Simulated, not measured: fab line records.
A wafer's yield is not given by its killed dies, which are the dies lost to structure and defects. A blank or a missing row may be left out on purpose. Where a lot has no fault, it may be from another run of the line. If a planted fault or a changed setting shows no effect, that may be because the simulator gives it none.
Which tool is to blame? / flow sky130 / Sampling: 7 lots, 21 wafers, 4 of 708 route steps

== WHAT THE GAUGES READ, wafer by wafer ==
SKY_VIA3_OVL_MEAS_13.
lot=L883; measured=day 44 23:13; on=overlay-02; VIA3_OVL (nm)=5 7 7
lot=L882; measured=day 45 00:39; on=overlay-01; VIA3_OVL (nm)=5 0 -4
lot=L884; measured=day 45 05:05; on=overlay-01; VIA3_OVL (nm)=-13 -18 -13
lot=L886; measured=day 45 06:26; on=overlay-01; VIA3_OVL (nm)=4 -5 3
lot=L888; measured=day 46 10:26; on=overlay-01; VIA3_OVL (nm)=-2 -9 -9

== TOOL THAT RAN EACH LOT (tool first, then ch and the chambers of the sampled wafers, then the start) ==
lot=L872; SKY_VIA2_CVD_21=cvdW-01 ch 0,1, day 38 03:50; SKY_METAL3_PEB_11=lithoTrack-01, day 40 07:00; SKY_METAL3_STRIP_19=plasmaAsher-01 ch 0,1, day 40 08:15
lot=L874; SKY_VIA2_CVD_21=cvdW-01 ch 0,1, day 39 01:31; SKY_METAL3_PEB_11=lithoTrack-04, day 41 04:00; SKY_METAL3_STRIP_19=plasmaAsher-02 ch 0,1, day 41 05:02
lot=L883; SKY_VIA2_CVD_21=cvdW-01 ch 0,1, day 41 21:49; SKY_METAL3_PEB_11=lithoTrack-01 ch 0, day 43 23:00; SKY_METAL3_STRIP_19=plasmaAsher-01 ch 0,1, day 44 00:30
lot=L882; SKY_VIA2_CVD_21=cvdW-01 ch 0,1, day 42 00:34; SKY_METAL3_PEB_11=lithoTrack-02 ch 0, day 44 00:00; SKY_METAL3_STRIP_19=plasmaAsher-03 ch 0,1, day 44 01:10
lot=L884; SKY_VIA2_CVD_21=cvdW-02 ch 0,1, day 42 04:25; SKY_METAL3_PEB_11=lithoTrack-01 ch 0, day 44 04:00; SKY_METAL3_STRIP_19=plasmaAsher-01 ch 0,1, day 44 05:18
lot=L886; SKY_VIA2_CVD_21=cvdW-02 ch 0, day 42 06:34; SKY_METAL3_PEB_11=lithoTrack-04 ch 0, day 44 06:00; SKY_METAL3_STRIP_19=plasmaAsher-01 ch 0,1, day 44 07:08
lot=L888; SKY_VIA2_CVD_21=cvdW-01 ch 1, day 43 14:37; SKY_METAL3_PEB_11=lithoTrack-02 ch 0, day 45 11:00; SKY_METAL3_STRIP_19=plasmaAsher-01 ch 0, day 45 12:35
- SKY_VIA2_CVD_21: deposits W, target thk 420 nm, time 126.4 s.
- SKY_METAL3_PEB_11
- SKY_METAL3_STRIP_19: strips in O2/N2.

== THE ANSWER, worked out from the rows above alone ==
Rule: the lots themselves supply what counts as usual. The widest of any qualifying gaps counts: lots, ordered by their means at a reading, are off when they make up no more than a third of the lots, leave a main group of 4 or more, and stand apart from it by 3 or more times the standard deviation of that group's means. If all means in a main group match to the digits the tables above print for the reading, that group is not used. A lot without any number at a reading at which 4 lots or more have one is off too. All remaining lots with rows at the step are treated as sound.
No lot is off at any reading shown: from this, nothing can be told.

== WHAT THE SIMULATOR HAD INSERTED ==
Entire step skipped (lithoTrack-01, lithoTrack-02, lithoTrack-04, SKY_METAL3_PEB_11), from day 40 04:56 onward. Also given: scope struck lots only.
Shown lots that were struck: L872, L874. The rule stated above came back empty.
